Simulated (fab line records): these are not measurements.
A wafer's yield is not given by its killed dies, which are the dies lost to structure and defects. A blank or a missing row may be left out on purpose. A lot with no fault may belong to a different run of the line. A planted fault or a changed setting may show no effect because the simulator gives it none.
fab line records ; flow sky130
record: lots: 15; wafers: 45; last-day: 51
route steps=708 shown NWELL@75 VT_ADJUST_HVTP@96 VT_ADJUST_LVTN@115 VT_ADJUST_NCORE@127
lots that met no fault: taken from a fault-free run of the same line
start-h: hours from the record's first day to the start of the lot's first wafer shown ; wait-h: hours since the lot's step before ; " repeats the value in the row above ; L1.1+2: a single row standing in for several wafers ; - no value, or no start was given ; * or withheld: withheld ; < > ~ a bound
route shown NAME@n: a module of which the file shows steps, and the number in the route of the first ; usual: the fault-free wafers' mean and standard deviation ; same: alike in all rows ; chamber/n: place in a boat ; sites: each site's reading ; _std_site: their standard deviation ; _edge_site: outer sites' mean less inner sites' ; radius-mm: how far each site lies from the wafer's centre ; mask NAME#n: copy n ; behind: tool/chamber where the wafer was last shaped ; hold: why the lot went on hold/how many hours it stayed there/how the hold came to an end ; device: names the non-switching transistor (n, p or np) ; end of line: tests of these same wafers at the route's end ; a step without rows: its recipe alone ; killed: not the wafer's yield, but the dies lost to structure and defects at the first sort ; map: dies across one wafer; x = killed, . = not, _ = none there
set.NAME: the setting the step ran with; set.NAME@STEP: the setting that earlier step ran with ; model.NAME: the simulator's own value behind a step, which no gauge read
a sample of lots followed through the steps of the route, with each step as a table and each wafer as a row
== steps ==
step: SKY_NWELL_DEVELOP_22
recipe: wall-angle-deg: 90; developer: TMAH; develop-time-s: 60; dev-temp-c: 23
usual: chill-plate-temp-C: 22.98/0.1; develop-time-s: 60/0; exhaust-pa: 45.0/1
lot.wafer;tool;chamber;start-h;wait-h;chill-plate-temp-C;develop-time-s;exhaust-pa
L539.1;litho-track-01;0;122;-;22.84;60;46.2
L539.2;litho-track-01;0;122;-;22.83;60;45.9
L539.4;litho-track-01;0;122;-;22.92;60;44.1
L540.3;litho-track-01;0;131;-;22.87;60;44.5
L540.4;litho-track-01;0;131;-;22.93;60;44.9
L540.5;litho-track-01;0;131;-;22.99;60;44.7
L542.1;litho-track-03;0;135;-;22.85;60;44.0
L542.3;litho-track-03;0;135;-;22.94;60;46.3
L542.4;litho-track-03;0;135;-;22.99;60;45.0
L541.3;litho-track-01;0;136;-;22.95;60;43.8
L541.4;litho-track-01;0;136;-;22.91;60;44.7
L541.5;litho-track-01;0;136;-;23.04;60;44.5
L543.2;litho-track-02;0;142;-;22.93;60;44.2
L543.3;litho-track-02;0;142;-;22.86;60;45.0
L543.6;litho-track-02;0;142;-;23.11;60;44.1
L544.3;litho-track-01;0;150;-;23.20;60;43.9
L544.4;litho-track-01;0;150;-;22.96;60;44.1
L544.5;litho-track-01;0;150;-;22.93;60;43.8
L549.1;litho-track-03;-;179;-;-;-;-
L549.2;litho-track-03;-;179;-;-;-;-
L549.6;litho-track-03;-;179;-;-;-;-
L550.1;litho-track-02;-;197;-;-;-;-
L550.2;litho-track-02;-;197;-;-;-;-
L550.4;litho-track-02;-;197;-;-;-;-
L551.3;litho-track-03;-;199;-;-;-;-
L551.4;litho-track-03;-;199;-;-;-;-
L551.6;litho-track-03;-;199;-;-;-;-
L552.1;litho-track-02;0;214;-;23.05;60;45.8
L552.3;litho-track-02;0;214;-;23.04;60;46.7
L552.4;litho-track-02;0;214;-;23.06;60;45.0
L554.1;litho-track-01;0;226;-;22.88;60;46.9
L554.4;litho-track-01;0;227;-;22.89;60;46.3
L554.6;litho-track-01;0;227;-;23.01;60;46.3
L555.1;litho-track-03;0;227;-;23.02;60;44.8
L555.2;litho-track-03;0;227;-;22.99;60;44.5
L555.6;litho-track-03;0;227;-;22.87;60;45.4
L556.1;litho-track-02;0;237;-;23.05;60;43.4
L556.2;litho-track-02;0;237;-;22.90;60;45.3
L556.3;litho-track-02;0;237;-;22.95;60;44.1
L559.1;litho-track-03;0;244;-;23.02;60;43.4
L559.2;litho-track-03;0;244;-;23.14;60;43.4
L559.5;litho-track-03;0;244;-;23.18;60;44.0
L560.2;litho-track-01;0;248;-;23.04;60;46.6
L560.4;litho-track-01;0;248;-;23.03;60;44.0
L560.5;litho-track-01;0;248;-;23.03;60;44.8
step: SKY_VT_ADJUST_HVTP_TW_MEAS_11
usual: VT_ADJUST_HVTP_TW: 1352/8.9
lot.wafer;tool;chamber;start-h;wait-h;VT_ADJUST_HVTP_TW
L539.1;film-metro-04;-;142.04;0.1;1353
L539.2;film-metro-04;-;142.04;0.1;1359
L539.4;film-metro-04;-;142.04;0.1;1358
L540.3;film-metro-04;-;150.06;0.1;1358
L540.4;film-metro-04;-;150.06;0.1;1358
L540.5;film-metro-04;-;150.06;0.1;1362
L542.1;film-metro-01;-;155.44;0.1;1360
L542.3;film-metro-01;-;155.44;0.1;1351
L542.4;film-metro-01;-;155.44;0.1;1355
L541.3;film-metro-01;-;156.06;0.1;1348
L541.4;film-metro-01;-;156.06;0.1;1362
L541.5;film-metro-01;-;156.06;0.1;1351
L543.2;film-metro-01;-;163.19;0.1;1355
L543.3;film-metro-01;-;163.19;0.1;1353
L543.6;film-metro-01;-;163.19;0.1;1351
L544.3;film-metro-01;-;171.95;0.1;1346
L544.4;film-metro-01;-;171.95;0.1;1352
L544.5;film-metro-01;-;171.95;0.1;1348
L549.1;film-metro-02;-;202.04;0.1;1345
L549.2;film-metro-02;-;202.04;0.1;1342
L549.6;film-metro-02;-;202.04;0.1;1344
L550.1;film-metro-04;-;220.39;0.1;1363
L550.2;film-metro-04;-;220.39;0.1;1358
L550.4;film-metro-04;-;220.39;0.1;1365
L551.3;film-metro-02;-;222.61;0.1;1344
L551.4;film-metro-02;-;222.61;0.1;1336
L551.6;film-metro-02;-;222.61;0.1;1330
L552.1;film-metro-01;-;238.13;0.1;1347
L552.3;film-metro-01;-;238.13;0.1;1344
L552.4;film-metro-01;-;238.13;0.1;1344
L554.1;film-metro-02;-;251.63;0.1;1341
L554.4;film-metro-02;-;251.63;0.1;1350
L554.6;film-metro-02;-;251.63;0.1;1344
L555.1;film-metro-01;-;251.79;0.1;1349
L555.2;film-metro-01;-;251.79;0.1;1347
L555.6;film-metro-01;-;251.79;0.1;1337
L556.1;film-metro-04;-;262.85;0.1;1368
L556.2;film-metro-04;-;262.85;0.1;1363
L556.3;film-metro-04;-;262.85;0.1;1365
L559.1;film-metro-04;-;270.08;0.1;1350
L559.2;film-metro-04;-;270.08;0.1;1360
L559.5;film-metro-04;-;270.08;0.1;1354
L560.2;film-metro-02;-;274.39;0.1;1346
L560.4;film-metro-02;-;274.39;0.1;1344
L560.5;film-metro-02;-;274.39;0.1;1345
step: SKY_VT_ADJUST_LVTN_OVL_MEAS_18
usual: VT_ADJUST_LVTN_01_OVL: 0.8/1.6
lot.wafer;tool;chamber;start-h;wait-h;VT_ADJUST_LVTN_01_OVL[nm]
L539.1;overlay-01;-;181.32;0.1;1.8
L539.2;overlay-01;-;181.32;0.1;0.0
L539.4;overlay-01;-;181.32;0.1;0.7
L540.3;overlay-01;-;191.35;0.1;1.5
L540.4;overlay-01;-;191.35;0.1;0.0
L540.5;overlay-01;-;191.35;0.1;1.6
L542.1;overlay-01;-;196.55;0.1;3.3
L542.3;overlay-01;-;196.55;0.1;2.6
L542.4;overlay-01;-;196.55;0.1;3.3
L541.3;overlay-01;-;198.20;0.1;0.2
L541.4;overlay-01;-;198.20;0.1;-1.2
L541.5;overlay-01;-;198.20;0.1;-0.6
L543.2;overlay-01;-;205.63;0.1;1.1
L543.3;overlay-01;-;205.63;0.1;2.7
L543.6;overlay-01;-;205.63;0.1;0.6
L544.3;overlay-01;-;214.12;0.1;1.3
L544.4;overlay-01;-;214.12;0.1;2.6
L544.5;overlay-01;-;214.12;0.1;0.9
L549.1;overlay-02;-;247.05;0.1;1.2
L549.2;overlay-02;-;247.05;0.1;1.2
L549.6;overlay-02;-;247.05;0.1;1.0
L550.1;overlay-02;-;266.90;0.1;0.3
L550.2;overlay-02;-;266.90;0.1;-0.7
L550.4;overlay-02;-;266.90;0.1;0.6
L551.3;overlay-02;-;269.68;0.1;1.9
L551.4;overlay-02;-;269.68;0.1;1.3
L551.6;overlay-02;-;269.68;0.1;2.4
L552.1;overlay-01;-;286.80;0.1;2.0
L552.3;overlay-01;-;286.80;0.1;0.3
L552.4;overlay-01;-;286.80;0.1;-1.0
L554.1;overlay-02;-;300.75;0.1;0.8
L554.4;overlay-02;-;300.75;0.1;0.0
L554.6;overlay-02;-;300.75;0.1;-0.5
L555.1;overlay-02;-;301.34;0.1;0.8
L555.2;overlay-02;-;301.34;0.1;1.3
L555.6;overlay-02;-;301.34;0.1;-0.4
L556.1;overlay-01;-;313.67;0.1;1.9
L556.2;overlay-01;-;313.67;0.1;3.2
L556.3;overlay-01;-;313.67;0.1;3.7
L559.1;overlay-02;-;321.30;0.1;3.8
L559.2;overlay-02;-;321.30;0.1;3.4
L559.5;overlay-02;-;321.30;0.1;3.1
L560.2;overlay-02;-;326.99;0.1;-1.7
L560.4;overlay-02;-;326.99;0.1;-0.5
L560.5;overlay-02;-;326.99;0.1;0.0
step: SKY_VT_ADJUST_NCORE_OVL_MEAS_08
usual: VT_ADJUST_NCORE_OVL: -0.6/1.3
lot.wafer;tool;chamber;start-h;wait-h;VT_ADJUST_NCORE_OVL[nm]
L539.1;overlay-02;-;202.80;0.1;-0.1
L539.2;overlay-02;-;202.80;0.1;-2.0
L539.4;overlay-02;-;202.80;0.1;-0.8
L540.3;overlay-02;-;213.41;0.1;-1.4
L540.4;overlay-02;-;213.41;0.1;-1.6
L540.5;overlay-02;-;213.41;0.1;-3.0
L542.1;overlay-02;-;218.22;0.1;2.3
L542.3;overlay-02;-;218.22;0.1;0.4
L542.4;overlay-02;-;218.22;0.1;1.7
L541.3;overlay-01;-;219.79;0.1;-1.4
L541.4;overlay-01;-;219.79;0.1;-0.5
L541.5;overlay-01;-;219.79;0.1;0.1
L543.2;overlay-02;-;227.96;0.1;-2.5
L543.3;overlay-02;-;227.96;0.1;-2.6
L543.6;overlay-02;-;227.96;0.1;-2.0
L544.3;overlay-02;-;237.39;0.1;-1.8
L544.4;overlay-02;-;237.39;0.1;-1.0
L544.5;overlay-02;-;237.39;0.1;-0.4
L549.1;overlay-02;-;270.77;0.1;-1.0
L549.2;overlay-02;-;270.77;0.1;0.8
L549.6;overlay-02;-;270.77;0.1;-1.4
L550.1;overlay-01;-;291.00;0.1;-1.1
L550.2;overlay-01;-;291.00;0.1;-1.6
L550.4;overlay-01;-;291.00;0.1;-0.9
L551.3;overlay-02;-;295.06;0.1;-2.1
L551.4;overlay-02;-;295.06;0.1;-3.5
L551.6;overlay-02;-;295.06;0.1;0.0
L552.1;overlay-01;-;312.67;0.1;0.1
L552.3;overlay-01;-;312.67;0.1;1.1
L552.4;overlay-01;-;312.67;0.1;0.5
L554.1;overlay-01;-;327.41;0.1;-1.1
L554.4;overlay-01;-;327.41;0.1;0.1
L554.6;overlay-01;-;327.41;0.1;0.8
L555.1;overlay-02;-;328.01;0.1;1.5
L555.2;overlay-02;-;328.01;0.1;0.7
L555.6;overlay-02;-;328.01;0.1;-1.0
L556.1;overlay-01;-;341.17;0.1;-1.2
L556.2;overlay-01;-;341.17;0.1;-1.1
L556.3;overlay-01;-;341.17;0.1;-1.0
L559.1;overlay-02;-;349.10;0.1;-0.7
L559.2;overlay-02;-;349.10;0.1;-2.4
L559.5;overlay-02;-;349.10;0.1;-1.3
L560.2;overlay-02;-;354.53;0.1;-0.4
L560.4;overlay-02;-;354.53;0.1;0.7
L560.5;overlay-02;-;354.53;0.1;0.0
== key ==
first-sign: step: SKY_NWELL_DEVELOP_22; reading: tool-record; direction: missing
effect none on later readings
met-at SKY_NWELL_DEVELOP_22
struck-lots L549,L550,L551
sort-left-out L549.1,L549.2,L549.6,L550.1,L550.2,L550.4,L551.3,L551.4,L551.6
tester-left-out L549,L550,L551
not-acting-at SKY_VT_ADJUST_HVTP_TW_MEAS_11,SKY_VT_ADJUST_LVTN_OVL_MEAS_18,SKY_VT_ADJUST_NCORE_OVL_MEAS_08
onset-between 142 179
fault: kind: skipped-step-whole; tool: litho-track-02,litho-track-03; chamber: -; onset-h: 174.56; steps: SKY_NWELL_DEVELOP_22; scope: struck-lots-only
tester-left-out: of these lots the tester's yield and bins aren't shown, on N5 and GAA mostly nor the transistor test; their killed dies are dies lost to structure and defects alone, not to doping, threshold or leakage, so they don't give the yield
sort-left-out: the simulated sort isn't trusted on such a fault, so these wafers' sort isn't shown, and their yield isn't known
